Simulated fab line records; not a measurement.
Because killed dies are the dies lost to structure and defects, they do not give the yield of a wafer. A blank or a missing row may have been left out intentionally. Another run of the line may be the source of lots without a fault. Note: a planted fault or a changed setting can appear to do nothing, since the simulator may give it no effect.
fab line records -- flow sky130
record lots=6, wafers=18, last_day=50
route steps=708 shown VIA3@587 METAL4@598 PAD_OPEN@708
lots that met no fault: taken from a fault-free run of the same line
start_h: hours from the record's opening day to when the first of the lot's shown wafers began -- wait_h: hours from the lot's prior step to this one -- " unchanged from the row above -- L1.1+2: one row covering several wafers at once -- - no value, or no start was given -- * or withheld: withheld -- < > ~ a bound
route shown NAME@n: NAME is a module with steps in the file, n the number in the route of the first one -- usual: mean/standard deviation of fault-free wafers -- same: alike in all rows -- chamber/n: place in a boat -- sites: the reading at each site -- _std_site: standard deviation across them -- _edge_site: mean of outer sites minus mean of inner sites -- radius_mm: how far each site lies from the wafer's centre -- mask NAME#n: copy n -- behind: tool/chamber where the wafer was last shaped -- hold: the reason the lot was held/the length of the hold in hours/how it ended -- device: which transistor (n, p or np) failed to switch -- end of line: at the end of the route, the tests of the same wafers -- for a step that has no rows: nothing shown but its recipe -- killed: dies that structure and defects cost at the first sort, which is not the same as the wafer's yield -- map: dies across one wafer; x = killed, . = not, _ = none there
set.NAME: setting as actually run; set.NAME@STEP: the setting as run at that earlier step -- model.NAME: the simulator's own value behind a step, which no gauge read
certain route steps with their lots: each step a table, each wafer a row
services: the hour from which a tool's chamber was out of use, counted from the record's first day as start_h (under 0 if before that day), plus the number of hours and why
## steps
# step SKY_VIA3_ETCH_14
# recipe chemistry=N2/H2, target=BARC, ion_energy_ev=200, source_w=500, bias_w=100, pressure_mtorr=30, n2_flow_sccm=100, h2_flow_sccm=200, stop_on=SiO2, time_s=45.9, target_depth_a=600
# usual chamber_pressure_mTorr=30.002/0.028, drypump_motor_current_A=5.8/0.47, oes_product_au=0.854/0.0049, throttle_valve_pct=13.223/0.0095
lot.wafer,tool,chamber,start_h,wait_h,chamber_pressure_mTorr,drypump_motor_current_A,oes_product_au,rf_hours_counter_h,throttle_valve_pct
L708.1,rie_diel-03,2,939.97,0.0,29.997,6.4,0.859,20,13.223
L708.3,rie_diel-03,3,939.97,0.0,30.026,5.4,0.854,24,13.228
L708.5,rie_diel-03,0,939.97,0.0,29.995,6.0,0.860,-,13.213
L713.4,rie_diel-03,2,967.41,0.0,30.017,6.4,0.863,21,13.230
L713.5,rie_diel-03,1,967.41,0.0,30.004,5.2,0.859,-,13.235
L713.6,rie_diel-03,2,967.41,0.0,29.945,6.4,0.864,-,13.242
L717.1,rie_diel-01,2,1001.91,0.0,29.992,5.2,0.860,18,13.217
L717.3,rie_diel-01,0,1001.91,0.0,30.014,5.8,0.849,8,13.211
L717.4,rie_diel-01,1,1001.91,0.0,30.008,6.4,0.855,18,13.227
L719.3,rie_diel-01,2,1015.31,0.0,29.977,5.2,0.851,18,13.228
L719.4,rie_diel-01,0,1015.31,0.0,30.035,5.8,0.856,8,13.206
L719.6,rie_diel-01,1,1015.31,0.0,30.027,6.4,0.853,-,13.219
L722.3,rie_diel-02,0,1032.97,0.0,30.021,6.2,0.848,15,13.208
L722.5,rie_diel-02,2,1032.97,0.0,30.020,6.1,0.854,-,13.219
L722.6,rie_diel-02,3,1032.97,0.0,30.059,5.2,0.848,-,13.218
L730.4,rie_diel-01,3,1080.41,0.0,30.022,6.4,0.853,8,13.221
L730.5,rie_diel-01,2,1080.41,0.0,30.021,5.3,0.857,-,13.240
L730.6,rie_diel-01,3,1080.41,0.0,29.970,6.4,0.850,-,13.225
# step SKY_VIA3_ETCH_15
# recipe target=SiO2, chemistry=C4F8/O2/Ar, target_depth_nm=507, stop_on=TiN, mask_material=KrF-thick, source_w=1500, bias_w=1200, pressure_mtorr=40, c4f8_flow_sccm=withheld, O2_flow_sccm=6, Ar_flow_sccm=300, time_s=78
# usual chamber_pressure_mTorr=40.00/0.036, oes_product_au=0.946/0.0046
lot.wafer,tool,chamber,start_h,wait_h,chamber_pressure_mTorr,oes_product_au
L708.1,rie_diel-03,2,940.01,0.0,39.97,0.952
L708.3,rie_diel-03,3,940.01,0.0,40.05,0.943
L708.5,rie_diel-03,0,940.01,0.0,40.03,0.945
L713.4,rie_diel-03,2,967.45,0.0,40.00,0.948
L713.5,rie_diel-03,1,967.45,0.0,40.01,0.947
L713.6,rie_diel-03,2,967.45,0.0,39.96,0.943
L717.1,rie_diel-01,2,1001.95,0.0,40.02,0.942
L717.3,rie_diel-01,0,1001.95,0.0,40.02,0.948
L717.4,rie_diel-01,1,1001.95,0.0,39.93,0.944
L719.3,rie_diel-01,2,1015.35,0.0,39.92,0.937
L719.4,rie_diel-01,0,1015.35,0.0,39.95,0.939
L719.6,rie_diel-01,1,1015.35,0.0,40.01,0.950
L722.3,rie_diel-02,0,1033.01,0.0,40.00,0.949
L722.5,rie_diel-02,2,1033.01,0.0,40.03,0.938
L722.6,rie_diel-02,3,1033.01,0.0,40.04,0.946
L730.4,rie_diel-01,3,1080.45,0.0,39.97,0.951
L730.5,rie_diel-01,2,1080.45,0.0,40.00,0.951
L730.6,rie_diel-01,3,1080.45,0.0,39.97,0.945
# step SKY_VIA3_STRIP_16
# recipe chemistry=O2/N2, power_w=1400, pressure_mtorr=1500, platen_temp_c=withheld, o2_flow_sccm=3000, n2_flow_sccm=300, overash_fraction=0.5
# usual chamber_pressure_mTorr=1500.1/1.4, drypump_motor_current_A=6.0/0.44, o2_flow_sccm=3000/8.4, oes_product_au=0.403/0.0046, strip_time_to_endpoint_s=4.140/0.027
lot.wafer,tool,chamber,start_h,wait_h,chamber_pressure_mTorr,drypump_motor_current_A,o2_flow_sccm,oes_product_au,rf_hours_counter_h,strip_time_to_endpoint_s
L708.1,plasma_asher-04,0,940.07,0.0,1501.7,6.0,2994,0.401,104,4.120
L708.3,plasma_asher-04,1,940.07,0.0,1499.7,5.3,2976,0.400,-,4.172
L708.5,plasma_asher-04,1,940.07,0.0,1500.3,5.3,2976,0.401,-,4.071
L713.4,plasma_asher-04,1,967.54,0.1,1499.0,5.3,3002,0.399,-,4.150
L713.5,plasma_asher-04,0,967.54,0.1,1500.6,6.0,3003,0.403,-,4.179
L713.6,plasma_asher-04,1,967.54,0.1,1502.0,5.3,2993,0.404,-,4.127
L717.1,plasma_asher-01,1,1002.01,0.0,1501.7,6.7,2998,0.405,25,4.158
L717.3,plasma_asher-01,0,1002.01,0.0,1502.7,6.2,3015,0.400,-,4.146
L717.4,plasma_asher-01,1,1002.01,0.0,1501.8,6.7,3000,0.399,-,4.139
L719.3,plasma_asher-03,0,1015.45,0.1,1498.9,5.8,3014,0.401,-,4.163
L719.4,plasma_asher-03,1,1015.45,0.1,1501.6,5.7,2986,0.397,-,4.144
L719.6,plasma_asher-03,1,1015.45,0.1,1498.7,5.7,2991,0.396,-,4.110
L722.3,plasma_asher-04,1,1033.10,0.1,1499.8,5.3,2989,0.409,-,4.144
L722.5,plasma_asher-04,1,1033.10,0.1,1503.2,5.3,3001,0.410,-,4.192
L722.6,plasma_asher-04,0,1033.10,0.1,1502.1,6.0,3006,0.407,-,4.155
L730.4,plasma_asher-03,1,1080.55,0.1,1499.8,5.7,3009,0.405,-,4.127
L730.5,plasma_asher-03,1,1080.55,0.1,1500.2,5.7,3005,0.401,-,4.169
L730.6,plasma_asher-03,0,1080.55,0.1,1498.1,5.8,3002,0.401,-,4.135
# step SKY_VIA3_STRIP_17
# recipe chemistry=post_etch_residue_remover, time_s=1200, temp_c=72.5
# step SKY_VIA3_CLEAN_18
# recipe chemistry=IPA, time_s=180, temp_c=25
# step SKY_VIA3_CLEAN_19
# recipe chemistry=O3/DIW, dry=n2_spin
# step SKY_VIA3_SPUTTER_20
# recipe material=TiN, target_thk_nm=20, chamber_pressure_pa=5, power_w=4000, time_s=80
# step SKY_VIA3_CVD_21
# recipe material=W, target_thk_nm=390, time_s=117.31, temp_c=400, pressure_torr=40
# step SKY_VIA3_RS_MEAS_22
# recipe thk_meas_gauge=four-point-probe, reads=W_of_VIA3_CVD_21+TiN_of_VIA3_SPUTTER_20
# usual VIA3_W_RS=0.295/0.0047
lot.wafer,tool,chamber,start_h,wait_h,VIA3_W_RS[ohm/sq]
L708.1,film_metro-01,-,940.84,0.1,0.284
L708.3,film_metro-01,-,940.84,0.1,0.302
L708.5,film_metro-01,-,940.84,0.1,0.298
L713.4,film_metro-03,-,968.38,0.1,0.289
L713.5,film_metro-03,-,968.38,0.1,0.295
L713.6,film_metro-03,-,968.38,0.1,0.292
L717.1,film_metro-01,-,1002.81,0.1,0.302
L717.3,film_metro-01,-,1002.81,0.1,0.294
L717.4,film_metro-01,-,1002.81,0.1,0.304
L719.3,film_metro-01,-,1016.23,0.1,0.296
L719.4,film_metro-01,-,1016.23,0.1,0.288
L719.6,film_metro-01,-,1016.23,0.1,0.294
L722.3,film_metro-01,-,1033.88,0.1,0.295
L722.5,film_metro-01,-,1033.88,0.1,0.291
L722.6,film_metro-01,-,1033.88,0.1,0.296
L730.4,film_metro-01,-,1081.36,0.1,0.299
L730.5,film_metro-01,-,1081.36,0.1,0.298
L730.6,film_metro-01,-,1081.36,0.1,0.299
# step SKY_VIA3_THK_MEAS_23
# recipe thk_meas_gauge=xrf, reads=W_of_VIA3_CVD_21
# usual VIA3_W_THK=388/7.5
lot.wafer,tool,chamber,start_h,wait_h,VIA3_W_THK[nm]
L708.1,film_metro-01,-,940.96,0.1,404
L708.3,film_metro-01,-,940.96,0.1,383
L708.5,film_metro-01,-,940.96,0.1,385
L713.4,film_metro-03,-,968.47,0.1,390
L713.5,film_metro-03,-,968.47,0.1,384
L713.6,film_metro-03,-,968.47,0.1,390
L717.1,film_metro-01,-,1002.93,0.1,381
L717.3,film_metro-01,-,1002.93,0.1,393
L717.4,film_metro-01,-,1002.93,0.1,379
L719.3,film_metro-01,-,1016.33,0.1,389
L719.4,film_metro-01,-,1016.33,0.1,398
L719.6,film_metro-01,-,1016.33,0.1,393
L722.3,film_metro-01,-,1033.98,0.1,392
L722.5,film_metro-01,-,1033.98,0.1,398
L722.6,film_metro-01,-,1033.98,0.1,393
L730.4,film_metro-01,-,1081.45,0.1,382
L730.5,film_metro-01,-,1081.45,0.1,384
L730.6,film_metro-01,-,1081.45,0.1,380
# step SKY_VIA3_CMP_24
# recipe stop_on=SiO2, t_overpolish_s=20, down_force_psi=3.5, platen_rpm=60, target_thk_nm=0, pad_velocity_m_s=0.94248
# usual edge_zone_pressure_frac=1.000/0.0044, motor_current_A=11.0/1.2, overpolish_run_s=20.001/0.0099, time_to_endpoint_s=94/4.4
lot.wafer,tool,chamber,start_h,wait_h,edge_zone_pressure_frac,motor_current_A,overpolish_run_s,time_to_endpoint_s
L708.3,cmp-01,1,941.02,0.0,0.995,9.8,19.998,90
L708.1,cmp-01,2,941.02,0.0,0.998,11.0,20.010,96
L708.5,cmp-01,1,941.02,0.0,0.998,9.8,19.998,93
L713.4,cmp-02,3,968.60,0.1,1.003,9.0,19.989,95
L713.6,cmp-02,1,968.60,0.1,1.001,10.1,20.024,98
L713.5,cmp-02,2,968.60,0.1,1.000,12.2,19.990,97
L717.1,cmp-02,2,1003.10,0.2,0.993,11.7,19.991,95
L717.4,cmp-02,3,1003.10,0.2,0.998,8.9,19.997,92
L717.3,cmp-02,1,1003.10,0.2,1.004,10.5,20.006,95
L719.3,cmp-02,3,1016.42,0.1,1.000,8.8,20.020,95
L719.4,cmp-02,1,1016.42,0.1,1.005,10.4,20.007,101
L719.6,cmp-02,2,1016.42,0.1,1.004,12.4,20.010,97
L722.3,cmp-02,3,1034.12,0.1,1.003,9.5,20.012,94
L722.5,cmp-02,1,1034.12,0.1,1.003,10.2,20.006,96
L722.6,cmp-02,2,1034.12,0.1,1.000,11.7,19.999,95
L730.4,cmp-01,2,1081.58,0.1,0.995,11.0,19.998,91
L730.5,cmp-01,0,1081.58,0.1,1.005,11.3,19.999,97
L730.6,cmp-01,1,1081.58,0.1,1.000,10.0,20.006,92
# step SKY_METAL4_SPUTTER_00
# recipe material=Ti, target_thk_nm=15, power_w=3000, time_s=10, chamber_pressure_pa=0.4
# usual throttle_valve_pct=30.0/0.94
lot.wafer,tool,chamber,start_h,wait_h,throttle_valve_pct
L708.1,pvd_sputter-02,-,941.32,0.2,29.1
L708.3,pvd_sputter-02,-,941.32,0.2,29.8
L708.5,pvd_sputter-02,-,941.32,0.2,29.2
L713.4,pvd_sputter-01,-,968.80,0.1,30.0
L713.5,pvd_sputter-01,-,968.80,0.1,29.7
L713.6,pvd_sputter-01,-,968.80,0.1,29.7
L717.1,pvd_sputter-02,-,1003.40,0.2,29.2
L717.3,pvd_sputter-02,-,1003.40,0.2,29.2
L717.4,pvd_sputter-02,-,1003.40,0.2,28.9
L719.3,pvd_sputter-02,-,1016.67,0.2,28.7
L719.4,pvd_sputter-02,-,1016.67,0.2,29.9
L719.6,pvd_sputter-02,-,1016.67,0.2,29.4
L722.3,pvd_sputter-01,-,1034.32,0.1,29.7
L722.5,pvd_sputter-01,-,1034.32,0.1,29.7
L722.6,pvd_sputter-01,-,1034.32,0.1,29.9
L730.4,pvd_sputter-01,-,1081.78,0.1,30.6
L730.5,pvd_sputter-01,-,1081.78,0.1,28.5
L730.6,pvd_sputter-01,-,1081.78,0.1,29.7
# step SKY_METAL4_SPUTTER_01
# recipe material=TiN, target_thk_nm=20, power_w=6500, time_s=16.7, chamber_pressure_pa=0.4
# usual throttle_valve_pct=30.0/0.91
lot.wafer,tool,chamber,start_h,wait_h,throttle_valve_pct,model.TiN_of_METAL4_SPUTTER_01.thk_nm
L708.1,pvd_sputter-02,-,941.35,0.0,28.8,20
L708.3,pvd_sputter-02,-,941.35,0.0,30.1,20.1
L708.5,pvd_sputter-02,-,941.35,0.0,29.2,20.26
L713.4,pvd_sputter-01,-,968.82,0.0,30.0,19.99
L713.5,pvd_sputter-01,-,968.82,0.0,29.7,20.21
L713.6,pvd_sputter-01,-,968.82,0.0,29.7,19.99
L717.1,pvd_sputter-02,-,1003.42,0.0,29.7,27.26
L717.3,pvd_sputter-02,-,1003.42,0.0,28.7,20.33
L717.4,pvd_sputter-02,-,1003.42,0.0,28.9,26.92
L719.3,pvd_sputter-02,-,1016.70,0.0,29.2,19.79
L719.4,pvd_sputter-02,-,1016.70,0.0,30.0,26.55
L719.6,pvd_sputter-02,-,1016.70,0.0,29.7,26.68
L722.3,pvd_sputter-01,-,1034.35,0.0,29.7,20.14
L722.5,pvd_sputter-01,-,1034.35,0.0,29.9,20.36
L722.6,pvd_sputter-01,-,1034.35,0.0,29.9,20.02
L730.4,pvd_sputter-01,-,1081.80,0.0,30.6,20.17
L730.5,pvd_sputter-01,-,1081.80,0.0,28.7,20.06
L730.6,pvd_sputter-01,-,1081.80,0.0,29.8,20
# step SKY_METAL4_SPUTTER_02
# recipe material=AlCu, target_thk_nm=735, power_w=10600, time_s=39.1, chamber_pressure_pa=0.4
# step SKY_PAD_OPEN_PROBE_99
# usual defect_limited_yield=82.5/1.9, killed_at_M0_to_M3=43/6.8, killed_at_M4_up=3.2/1.7, killed_at_contacts=24/5.7, killed_at_front_end=16/4.3, killed_at_other=0.3/0.56, killed_dies=86/9.5, killed_open=47/6.9, killed_short=39/5.8, sort_bin_3_pad_short=0.9/0.39, sort_bin_5_function=10.3/1.5, sort_bin_6_memory=6.3/1.1, sort_n_pass=406/9.5, sort_yield_pct=82.5/1.9
# same gross_dies=492, killed_at_back_side=0, sort_bin_4_leakage[%]=0, sort_bin_8_speed[%]=0
lot.wafer,tool,chamber,start_h,wait_h,defect_limited_yield[%],killed_at_M0_to_M3,killed_at_M4_up,killed_at_contacts,killed_at_front_end,killed_at_other,killed_dies,killed_open,killed_short,sort_bin_3_pad_short[%],sort_bin_5_function[%],sort_bin_6_memory[%],sort_n_pass,sort_yield_pct[%]
L713.4,prober-01,-,1110.38,0.2,83.7,43,3,25,9,0,80,47,33,0.6,10.2,5.5,412,83.7
L713.5,prober-01,-,1110.43,0.2,83.9,34,2,25,18,0,79,44,35,0,11.0,5.1,413,83.9
L713.6,prober-01,-,1110.48,0.2,84.6,36,4,21,15,0,76,36,39,0.8,9.1,5.5,416,84.6
L722.3,prober-01,-,1162.46,0.2,83.5,40,6,18,16,1,81,44,37,1.0,8.7,6.7,411,83.5
L722.5,prober-01,-,1162.56,0.2,82.5,42,11,20,13,0,86,44,42,1.2,10.6,5.7,406,82.5
L722.6,prober-01,-,1162.61,0.2,83.1,36,2,24,20,1,83,44,39,1.0,8.7,7.1,409,83.1
L730.4,prober-01,-,1198.74,0.2,82.3,39,2,35,11,0,87,52,35,1.0,8.9,7.7,405,82.3
L730.5,prober-01,-,1198.79,0.2,81.7,42,2,31,15,0,90,54,34,0.8,11.2,6.3,402,81.7
L730.6,prober-01,-,1198.84,0.2,83.7,33,5,27,15,0,80,45,32,1.2,10.2,4.9,412,83.7
# killed by level:class
L713.4 VIA1:geometric_particle:open=11 VIA3:geometric_particle:open=9 VIA1:geometric_particle:short=9 CONTACT:geometric_particle:open=7 LI_CONTACT:geometric_particle:open=6 CONTACT:geometric_particle:short=5 LOCAL_INTERCONNECT:geometric_particle:short=4 VIA2:geometric_particle:open=4
L713.5 LI_CONTACT:geometric_particle:open=7 VIA1:geometric_particle:open=7 CONTACT:geometric_particle:open=6 VIA3:geometric_particle:open=6 CONTACT:geometric_particle:short=5 LOCAL_INTERCONNECT:geometric_particle:short=5 VIA2:geometric_particle:open=5 METAL2:geometric_particle:short=4
L713.6 VIA1:geometric_particle:open=7 CONTACT:geometric_particle:open=6 LI_CONTACT:geometric_particle:open=5 CONTACT:geometric_particle:short=5 VIA2:geometric_particle:open=5 FIELD_ISO:geometric_particle:short=4 METAL1:geometric_particle:short=4 VIA3:geometric_particle:open=4
L722.3 VIA1:geometric_particle:open=10 METAL1:geometric_particle:short=8 LI_CONTACT:geometric_particle:open=6 METAL2:geometric_particle:short=6 FIELD_ISO:geometric_particle:short=5 CONTACT:geometric_particle:open=5 VIA3:geometric_particle:open=5 FIELD_ISO:geometric_particle:open=4
L722.5 METAL4:geometric_particle:short=9 VIA1:geometric_particle:open=7 VIA3:geometric_particle:open=7 CONTACT:geometric_particle:open=6 METAL2:geometric_particle:short=6 CONTACT:geometric_particle:short=5 VIA1:geometric_particle:short=5 VIA2:geometric_particle:open=5
L722.6 LI_CONTACT:geometric_particle:open=11 VIA3:geometric_particle:open=9 FIELD_ISO:geometric_particle:short=7 VIA1:geometric_particle:open=7 CONTACT:geometric_particle:open=6 METAL2:geometric_particle:short=5 METAL1:geometric_particle:short=5 POLY_GATE:geometric_particle:open=3
L730.4 CONTACT:geometric_particle:open=14 CONTACT:geometric_particle:short=9 LI_CONTACT:geometric_particle:open=8 VIA3:geometric_particle:open=6 VIA1:geometric_particle:open=6 VIA2:geometric_particle:open=6 POLY_GATE:geometric_particle:open=4 METAL2:geometric_particle:short=4
L730.5 CONTACT:geometric_particle:open=11 VIA1:geometric_particle:open=10 VIA3:geometric_particle:open=9 LI_CONTACT:geometric_particle:open=7 CONTACT:geometric_particle:short=6 METAL2:geometric_particle:short=5 FIELD_ISO:geometric_particle:short=4 LOCAL_INTERCONNECT:geometric_particle:short=4
L730.6 CONTACT:geometric_particle:open=8 POLY_GATE:geometric_particle:open=7 VIA3:geometric_particle:open=6 CONTACT:geometric_particle:short=6 VIA2:geometric_particle:open=6 LI_CONTACT:geometric_particle:open=6 VIA1:geometric_particle:open=5 POLY_GATE:geometric_particle:short=4
## services
tool,chamber,start_h,hours,kind
plasma_asher-03,-,921.52,1.1,repair
cmp-02,-,933.24,1.0,repair
pvd_sputter-02,1,941.48,-,consumable_replace:kit
pvd_sputter-02,1,941.48,18.0,scheduled_down
pvd_sputter-02,1,941.48,18.0,vent_cycle
rie_diel-01,3,942.61,4.4,repair
rie_diel-01,1,980.43,18.8,repair
pvd_sputter-01,2,993.62,-,consumable_replace:kit
pvd_sputter-01,2,993.62,18.0,scheduled_down
rie_diel-02,-,994.60,15.6,pm
rie_diel-02,2,1014.01,16.6,repair
rie_diel-03,-,1024.52,15.6,pm
cmp-02,-,1028.40,4.0,pm
rie_diel-01,0,1030.83,5.2,repair
rie_diel-03,0,1040.67,4.8,repair
cmp-01,-,1042.68,2.2,pm
rie_diel-03,1,1042.71,4.4,repair
rie_diel-03,-,1047.35,0.5,repair
pvd_sputter-02,-,1050.95,0.7,repair
rie_diel-02,2,1054.09,2.6,repair
plasma_asher-04,-,1055.31,9.0,pm
rie_diel-01,-,1059.89,1.9,repair
cmp-02,-,1066.73,4.9,pm
cmp-01,-,1068.05,1.6,repair
## key
first_sign none at tools or gauges
model_effect step=SKY_METAL4_SPUTTER_01, value=TiN_of_METAL4_SPUTTER_01.thk_nm, without=20.01, struck=26.85
met_at SKY_METAL4_SPUTTER_01
struck_wafers L717.1,L717.4,L719.4,L719.6
onset_between 941.35 1003.42
fault kind=process_parameter_drift, tool=pvd_sputter-02, chamber=-, onset_h=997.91, steps=SKY_METAL4_SPUTTER_01, channel=target_thk_nm, offset=6.8405, shape=step, end_h=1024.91, scope=struck_wafers_only, acts_in=these_recipes_only, stated=20
